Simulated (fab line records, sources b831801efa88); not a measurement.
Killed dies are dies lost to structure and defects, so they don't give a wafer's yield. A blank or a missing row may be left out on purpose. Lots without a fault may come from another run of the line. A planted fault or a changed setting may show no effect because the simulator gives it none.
fab line records | flow sky130
record lots=11 wafers=33 last_day=50
route steps=708 shown METAL4@602 CAP2M@616 PAD_OPEN@708
lots that met no fault: from a run of the same line without faults
start_h: hours from the record's first day to the start of the lot's first wafer shown | wait_h: hours since the lot's step before | " the same as in the row above | L1.1+2: a row that stands for several wafers | - no value, or no start given | * or withheld: withheld | < > ~ a bound
route shown NAME@n: a module of which the file shows steps, and the number in the route of the first | usual: mean/standard deviation of fault-free wafers | same: alike in all rows | chamber/n: place in a boat | sites: the reading at each site | _std_site: their standard deviation | _edge_site: outer sites' mean less inner sites' | radius_mm: how far each site lies from the wafer's centre | mask NAME#n: copy n | behind: the tool/chamber that last shaped the wafer | hold: why the lot was held/for how many hours/how that ended | device: the transistor (n, p or np) that didn't switch | end of line: the same wafers' tests at the end of the route | a step without rows: its recipe alone | killed: dies lost to structure and defects at the first sort, not the wafer's yield | map: a wafer's dies, x killed, . not, _ none there
set.NAME: the setting as run; set.NAME@STEP: as run at that earlier step | model.NAME: the simulator's own value behind a step, which no gauge read
steps of the route over a sample of lots; a table a step, a row a wafer
services: from which hour (start_h, from the record's first day; less than 0 if before it) a tool's chamber was out of use, for how many hours, and why
## steps
# step SKY_METAL4_SPUTTER_04
# recipe material=TiN target_thk_nm=70 power_w=6500 time_s=58.3 chamber_pressure_pa=0.4
# usual throttle_valve_pct=30.0/0.94
# columns lot.wafer tool chamber start_h wait_h throttle_valve_pct
L141.2 pvd_sputter-02 - 941.43 0.0 29.2
L141.4 " - " " 28.9
L141.6 " - " " 29.8
L144.4 pvd_sputter-03 - 959.33 0.0 31.7
L144.5 " - " " 30.6
L144.6 " - " " 31.7
L143.1 pvd_sputter-01 - 961.02 0.0 28.7
L143.2 " - " " 29.8
L143.5 " - " " 30.7
L151.2 pvd_sputter-01 - 1010.64 0.0 29.8
L151.3 " - " " 29.8
L151.4 " - " " 30.6
L154.2 pvd_sputter-02 - 1027.92 0.0 29.0
L154.4 " - " " 29.1
L154.5 " - " " 29.6
L155.1 pvd_sputter-01 - 1034.43 0.0 29.8
L155.2 " - " " 30.5
L155.4 " - " " 28.9
L159.1 pvd_sputter-02 - 1061.78 0.0 29.0
L159.3 " - " " 29.2
L159.4 " - " " 28.9
L158.1 pvd_sputter-01 - 1064.01 0.0 28.7
L158.4 " - " " 29.6
L158.5 " - " " 28.6
L161.1 pvd_sputter-03 - 1066.16 0.0 31.4
L161.3 " - " " 30.8
L161.5 " - " " 31.2
L162.2 pvd_sputter-03 - 1074.38 0.0 31.6
L162.3 " - " " 31.6
L162.5 " - " " 30.7
L163.1 pvd_sputter-01 - 1081.88 0.0 29.7
L163.2 " - " " 28.8
L163.3 " - " " 30.0
# step SKY_CAP2M_METAL_ETCH_13
# recipe target_depth_nm=220 stop_on=SiO2 chemistry=Cl2/BCl3 target=TiN pressure_mtorr=10 icp_w=900 bias_w=48.5 Cl2_flow_sccm=60 bcl3_flow_sccm=30 time_s=62.9
# usual drypump_motor_current_A=5.7/0.51 oes_product_au=0.939/0.0074 throttle_valve_pct=21.903/0.01
# columns lot.wafer tool chamber start_h wait_h drypump_motor_current_A oes_product_au rf_hours_counter_h throttle_valve_pct
L141.2 rie_metal-03 0 965.95 0.0 5.6 0.936 14 21.925
L141.4 " 1 " " 5.9 0.925 - 21.906
L141.6 " 0 " " 5.6 0.940 - 21.928
L144.4 rie_metal-01 1 983.22 0.0 5.7 0.943 - 21.896
L144.5 " 0 " " 4.9 0.949 - 21.905
L144.6 " 1 " " 5.7 0.942 - 21.903
L143.1 rie_metal-03 1 985.44 0.0 6.0 0.940 8 21.909
L143.2 " 0 " " 5.6 0.933 16 21.915
L143.5 " 1 " " 5.9 0.925 - 21.910
L151.2 rie_metal-03 1 1033.94 0.0 5.9 0.937 11 21.913
L151.3 " 0 " " 5.6 0.933 - 21.908
L151.4 " 1 " " 5.9 0.940 - 21.899
L154.2 rie_metal-04 1 1051.35 0.0 5.9 0.945 13 21.897
L154.4 " 0 " " 6.4 0.949 - 21.893
L154.5 " 1 " " 5.9 0.944 - 21.889
L155.1 rie_metal-04 0 1057.13 0.0 6.4 0.927 21 21.893
L155.2 " 1 " " 6.0 0.945 13 21.901
L155.4 " 0 " " 6.5 0.936 - 21.911
L159.1 rie_metal-01 1 1083.89 0.0 5.7 0.929 20 21.914
L159.3 " 1 " " 5.7 0.941 - 21.911
L159.4 " 0 " " 4.8 0.942 - 21.894
L158.1 rie_metal-04 0 1085.83 0.0 6.4 0.933 23 21.907
L158.4 " 1 " " 6.0 0.932 - 21.886
L158.5 " 0 " " 6.4 0.932 - 21.897
L161.1 rie_metal-04 1 1087.75 0.0 6.0 0.939 15 21.902
L161.3 " 0 " " 6.4 0.943 - 21.900
L161.5 " 0 " " 6.4 0.944 - 21.897
L162.2 rie_metal-04 0 1095.03 0.0 6.4 0.938 24 21.896
L162.3 " 0 " " 6.5 0.942 - 21.896
L162.5 " 1 " " 5.9 0.931 - 21.907
L163.1 rie_metal-01 0 1102.44 0.0 4.8 0.948 20 21.886
L163.2 " 1 " " 5.7 0.942 21 21.904
L163.3 " 1 " " 5.7 0.945 - 21.916
# step SKY_METAL4_ETCH_17
# recipe target=SiO2 stop_on=TiN chemistry=C4F8/O2/Ar source_w=1500 bias_w=1200 pressure_mtorr=40 c4f8_flow_sccm=withheld O2_flow_sccm=6 Ar_flow_sccm=300 time_s=3.9 target_depth_a=150
# usual oes_product_au=0.757/0.0079
# columns lot.wafer tool chamber start_h wait_h oes_product_au rf_hours_counter_h
L141.2 rie_diel-01 3 990.73 0.1 0.746 5
L141.4 " 3 " " 0.765 -
L141.6 " 2 " " 0.759 -
L144.4 rie_diel-01 3 1006.93 0.0 0.741 5
L144.5 " 2 " " 0.753 -
L144.6 " 3 " " 0.751 -
L143.1 rie_diel-04 1 1008.95 0.1 0.753 11
L143.2 " 2 " " 0.764 18
L143.5 " 3 " " 0.769 -
L151.2 rie_diel-04 1 1057.08 0.1 0.755 12
L151.3 " 2 " " 0.775 20
L151.4 " 0 " " 0.746 6
L154.2 rie_diel-04 3 1074.15 0.1 0.751 22
L154.4 " 2 " " 0.752 20
L154.5 " 1 " " 0.752 -
L155.1 rie_diel-01 1 1079.68 0.1 0.756 21
L155.2 " 2 " " 0.754 21
L155.4 " 0 " " 0.766 10
L159.1 rie_diel-01 3 1104.83 0.1 0.749 9
L159.3 " 0 " " 0.749 11
L159.4 " 2 " " 0.750 22
L158.1 rie_diel-04 2 1107.54 0.1 0.760 21
L158.4 " 2 " " 0.759 -
L158.5 " 3 " " 0.767 -
L161.1 rie_diel-04 0 1109.50 0.1 0.749 7
L161.3 " 3 " " 0.752 23
L161.5 " 3 " " 0.750 -
L162.2 rie_diel-02 0 1116.94 0.1 0.748 18
L162.3 " 3 " " 0.752 16
L162.5 " 1 " " 0.757 -
L163.1 rie_diel-01 3 1123.51 0.2 0.761 10
L163.2 " 1 " " 0.767 22
L163.3 " 2 " " 0.750 23
# step SKY_METAL4_METAL_ETCH_18
# recipe target_depth_a=8450 stop_on=SiO2 over_etch_frac=0.3 time_s=183.1 chemistry=Cl2/BCl3 resist_sidewall_deg=88 pressure_mtorr=10 icp_w=900 bias_w=48.5 Cl2_flow_sccm=60 bcl3_flow_sccm=30
# usual drypump_motor_current_A=5.7/0.47 oes_product_au=0.866/0.0069 throttle_valve_pct=22.264/0.011
# columns lot.wafer tool chamber start_h wait_h drypump_motor_current_A oes_product_au rf_hours_counter_h throttle_valve_pct
L141.2 rie_metal-01 1 990.75 0.0 5.7 0.869 14 22.249
L141.4 " 0 " " 4.9 0.871 - 22.263
L141.6 " 1 " " 5.7 0.860 - 22.274
L144.4 rie_metal-03 1 1007.01 0.1 5.9 0.864 - 22.260
L144.5 " 0 " " 5.5 0.878 - 22.274
L144.6 " 1 " " 5.9 0.874 - 22.251
L143.1 rie_metal-02 1 1008.97 0.0 5.5 0.857 7 22.250
L143.2 " 0 " " 6.4 0.865 17 22.268
L143.5 " 1 " " 5.5 0.870 - 22.267
L151.2 rie_metal-01 1 1057.10 0.0 5.7 0.862 18 22.267
L151.3 " 0 " " 4.9 0.859 - 22.263
L151.4 " 1 " " 5.7 0.852 - 22.267
L154.2 rie_metal-01 0 1074.17 0.0 4.8 0.856 18 22.255
L154.4 " 1 " " 5.7 0.854 - 22.261
L154.5 " 0 " " 4.8 0.864 - 22.277
L155.1 rie_metal-01 0 1079.70 0.0 4.9 0.855 18 22.270
L155.2 " 1 " " 5.7 0.861 20 22.285
L155.4 " 1 " " 5.7 0.875 - 22.256
L159.1 rie_metal-02 0 1104.85 0.0 6.4 0.876 24 22.272
L159.3 " 0 " " 6.3 0.885 - 22.256
L159.4 " 1 " " 5.4 0.874 - 22.273
L158.1 rie_metal-01 1 1107.56 0.0 5.7 0.877 22 22.273
L158.4 " 1 " " 5.7 0.861 - 22.254
L158.5 " 1 " " 5.7 0.864 - 22.274
L161.1 rie_metal-03 0 1109.52 0.0 5.5 0.874 24 22.249
L161.3 " 0 " " 5.5 0.872 - 22.256
L161.5 " 0 " " 5.5 0.872 - 22.272
L162.2 rie_metal-02 0 1116.96 0.0 6.3 0.861 26 22.259
L162.3 " 0 " " 6.4 0.878 - 22.273
L162.5 " 1 " " 5.5 0.877 - 22.244
L163.1 rie_metal-02 1 1123.53 0.0 5.5 0.868 16 22.261
L163.2 " 0 " " 6.4 0.873 26 22.285
L163.3 " 1 " " 5.5 0.862 - 22.262
# step SKY_METAL4_STRIP_19
# recipe chemistry=O2/N2 power_w=1400 pressure_mtorr=1500 platen_temp_c=withheld o2_flow_sccm=3000 n2_flow_sccm=300 overash_fraction=0.5
# usual drypump_motor_current_A=6.01/0.3 oes_product_au=0.501/0.0056 strip_time_to_endpoint_s=6.51/0.065
# columns lot.wafer tool chamber start_h wait_h drypump_motor_current_A oes_product_au rf_hours_counter_h strip_time_to_endpoint_s
L141.2 plasma_asher-01 1 990.93 0.1 6.68 0.505 24 6.43
L141.4 " 0 " " 6.17 0.500 - 6.49
L141.6 " 1 " " 6.70 0.506 - 6.50
L144.4 plasma_asher-02 1 1007.16 0.1 6.08 0.506 - 6.49
L144.5 " 0 " " 5.80 0.506 - 6.56
L144.6 " 1 " " 6.07 0.499 - 6.51
L143.1 plasma_asher-02 0 1009.14 0.1 5.79 0.487 56 6.42
L143.2 " 1 " " 6.10 0.497 56 6.45
L143.5 " 1 " " 6.09 0.496 - 6.47
L151.2 plasma_asher-03 0 1057.28 0.1 5.81 0.504 97 6.49
L151.3 " 1 " " 5.72 0.504 - 6.44
L151.4 " 0 " " 5.81 0.500 - 6.40
L154.2 plasma_asher-03 1 1074.34 0.1 5.68 0.507 99 6.47
L154.4 " 1 " " 5.69 0.415 - 4.48
L154.5 " 0 " " 5.80 0.498 - 6.49
L155.1 plasma_asher-01 1 1079.88 0.1 6.68 0.427 33 4.52
L155.2 " 0 " " 6.12 0.500 33 6.44
L155.4 " 0 " " 6.12 0.415 - 4.49
L159.1 plasma_asher-02 0 1105.03 0.1 5.79 0.506 65 6.54
L159.3 " 1 " " 6.07 0.494 - 6.57
L159.4 " 0 " " 5.80 0.496 - 6.45
L158.1 plasma_asher-03 0 1107.74 0.1 5.80 0.418 102 4.50
L158.4 " 0 " " 5.82 0.418 - 4.52
L158.5 " 0 " " 5.83 0.498 - 6.57
L161.1 plasma_asher-02 1 1109.69 0.1 6.09 0.495 66 6.48
L161.3 " 0 " " 5.79 0.500 - 6.50
L161.5 " 0 " " 5.79 0.503 - 6.52
L162.2 plasma_asher-02 0 1117.14 0.1 5.82 0.494 67 6.43
L162.3 " 0 " " 5.81 0.506 - 6.46
L162.5 " 1 " " 6.06 0.494 - 6.45
L163.1 plasma_asher-02 1 1123.71 0.1 6.07 0.506 68 6.59
L163.2 " 0 " " 5.81 0.504 68 6.60
L163.3 " 0 " " 5.81 0.501 - 6.57
# step SKY_PAD_OPEN_PROBE_99
# usual defect_limited_yield=82.5/1.9 killed_at_M0_to_M3=43/6.8 killed_at_M4_up=3.2/1.7 killed_at_contacts=24/5.7 killed_at_front_end=16/4.3 killed_at_other=0.3/0.56 killed_dies=86/9.5 killed_open=47/6.9 killed_short=39/5.8 sort_bin_3_pad_short=0.9/0.39 sort_bin_5_function=10.3/1.5 sort_bin_6_memory=6.3/1.1 sort_n_pass=406/9.5 sort_yield_pct=82.5/1.9
# same gross_dies=492 killed_at_back_side=0 sort_bin_4_leakage[%]=0 sort_bin_8_speed[%]=0
# columns lot.wafer tool chamber start_h wait_h defect_limited_yield[%] killed_at_M0_to_M3 killed_at_M4_up killed_at_contacts killed_at_front_end killed_at_other killed_dies killed_open killed_short sort_bin_3_pad_short[%] sort_bin_5_function[%] sort_bin_6_memory[%] sort_n_pass sort_yield_pct[%]
L144.4 prober-01 - 1100.13 0.2 78.5 58 3 32 13 0 106 57 49 1.2 12.8 7.5 386 78.5
L144.5 prober-01 - 1100.18 0.2 85.6 43 1 15 12 0 71 37 34 1.0 7.7 5.7 421 85.6
L144.6 prober-01 - 1100.23 0.2 81.9 48 3 28 10 0 89 51 38 1.2 10.4 6.5 403 81.9
L143.1 prober-02 - 1102.54 0.1 85.4 39 2 18 13 0 72 40 32 1.0 8.5 5.1 420 85.4
L143.2 prober-02 - 1102.59 0.1 83.1 37 3 21 22 0 83 46 37 1.0 9.1 6.7 409 83.1
L143.5 prober-02 - 1102.74 0.2 81.5 42 3 28 18 0 91 51 39 0.8 11.2 6.5 401 81.5
L159.1 prober-02 - 1182.62 0.1 84.3 45 3 18 10 1 77 46 30 0.8 7.1 7.7 415 84.3
L159.3 prober-02 - 1182.72 0.2 82.5 44 6 21 14 1 86 46 39 1.4 9.6 6.5 406 82.5
L159.4 prober-02 - 1182.77 0.2 85.6 37 2 19 13 0 71 37 33 0.4 9.1 4.9 421 85.6
# killed by level:class
L144.4 CONTACT:geometric_particle:open=13 METAL1:geometric_particle:short=10 VIA1:geometric_particle:open=10 LI_CONTACT:geometric_particle:open=8 METAL2:geometric_particle:short=8 VIA3:geometric_particle:open=7 VIA3:geometric_particle:short=6 FIELD_ISO:geometric_particle:open=5
L144.5 VIA2:geometric_particle:open=8 CONTACT:geometric_particle:open=6 VIA1:geometric_particle:open=6 VIA3:geometric_particle:short=5 METAL1:geometric_particle:short=5 VIA2:geometric_particle:short=5 VIA3:geometric_particle:open=5 FIELD_ISO:geometric_particle:open=3
L144.6 LI_CONTACT:geometric_particle:open=10 CONTACT:geometric_particle:open=8 METAL2:geometric_particle:short=8 VIA1:geometric_particle:open=8 METAL1:geometric_particle:open=6 FIELD_ISO:geometric_particle:open=5 METAL1:geometric_particle:short=5 VIA3:geometric_particle:short=5
L143.1 CONTACT:geometric_particle:open=10 VIA1:geometric_particle:open=7 FIELD_ISO:geometric_particle:short=5 METAL1:geometric_particle:short=5 VIA1:geometric_particle:short=5 VIA2:geometric_particle:open=5 LI_CONTACT:geometric_particle:open=4 VIA2:geometric_particle:short=4
L143.2 VIA1:geometric_particle:open=7 FIELD_ISO:geometric_particle:open=6 LI_CONTACT:geometric_particle:open=6 CONTACT:geometric_particle:open=6 VIA3:geometric_particle:open=6 POLY_GATE:geometric_particle:open=5 METAL1:geometric_particle:short=5 POLY_GATE:geometric_particle:short=4
L143.5 CONTACT:geometric_particle:open=11 LI_CONTACT:geometric_particle:open=10 VIA1:geometric_particle:open=10 VIA2:geometric_particle:open=7 FIELD_ISO:geometric_particle:short=5 METAL2:geometric_particle:short=5 CONTACT:geometric_particle:short=4 METAL1:geometric_particle:short=4
L159.1 VIA3:geometric_particle:open=13 VIA1:geometric_particle:open=10 LI_CONTACT:geometric_particle:open=6 VIA2:geometric_particle:short=6 CONTACT:geometric_particle:short=5 CONTACT:geometric_particle:open=5 VIA1:geometric_particle:short=4 METAL1:geometric_particle:open=3
L159.3 CONTACT:geometric_particle:open=12 METAL1:geometric_particle:short=8 VIA1:geometric_particle:open=7 VIA3:geometric_particle:open=7 VIA1:geometric_particle:short=6 VIA2:geometric_particle:open=6 FIELD_ISO:geometric_particle:short=4 POLY_GATE:geometric_particle:short=4
L159.4 VIA3:geometric_particle:open=8 VIA2:geometric_particle:open=7 VIA3:geometric_particle:short=6 POLY_GATE:geometric_particle:open=5 CONTACT:geometric_particle:open=5 LI_CONTACT:geometric_particle:open=4 CONTACT:geometric_particle:short=4 LI_CONTACT:geometric_particle:short=3
## services
# columns tool chamber start_h hours kind
rie_metal-01 - 920.22 0.5 repair
plasma_asher-03 - 921.52 1.1 repair
rie_diel-04 2 925.67 8.3 repair
pvd_sputter-03 - 940.61 5.2 repair
rie_diel-01 3 942.61 4.4 repair
pvd_sputter-03 - 944.92 1.8 repair
rie_metal-03 1 948.72 16.2 repair
rie_diel-01 1 980.43 18.8 repair
pvd_sputter-01 2 993.62 - consumable_replace:kit
pvd_sputter-01 2 993.62 18.0 scheduled_down
pvd_sputter-01 2 993.62 18.0 vent_cycle
rie_diel-02 - 994.60 15.6 pm
rie_diel-02 2 1014.01 16.6 repair
rie_diel-01 0 1030.83 5.2 repair
pvd_sputter-02 - 1050.95 0.7 repair
rie_diel-02 2 1054.09 2.6 repair
rie_diel-01 - 1059.89 1.9 repair
rie_diel-04 2 1060.66 8.6 repair
rie_diel-02 - 1096.31 1.3 repair
rie_diel-04 1 1103.35 6.4 repair
plasma_asher-03 - 1103.78 1.5 repair
rie_metal-04 - 1108.81 1.4 pm
rie_diel-04 0 1120.77 41.8 repair
rie_metal-03 0 1122.85 12.5 repair
## key
first_sign step=SKY_METAL4_STRIP_19 reading=strip_time_to_endpoint_s direction=down sigmas=31 usual=* struck=*
effect step=SKY_METAL4_STRIP_19 reading=oes_product_au direction=down sigmas=15 usual=0.501 struck=0.419
met_at SKY_METAL4_METAL_ETCH_18
struck_lots L154,L155,L158
struck_wafers L154.4,L155.1,L155.4,L158.1,L158.4
not_acting_at SKY_METAL4_SPUTTER_04,SKY_CAP2M_METAL_ETCH_13,SKY_METAL4_ETCH_17
onset_between 1057.10 1074.17
fault kind=process_parameter_drift tool=rie_metal-01 chamber=- onset_h=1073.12 steps=SKY_METAL4_METAL_ETCH_18 channel=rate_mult offset=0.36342 shape=step end_h=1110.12 scope=struck_wafers_only
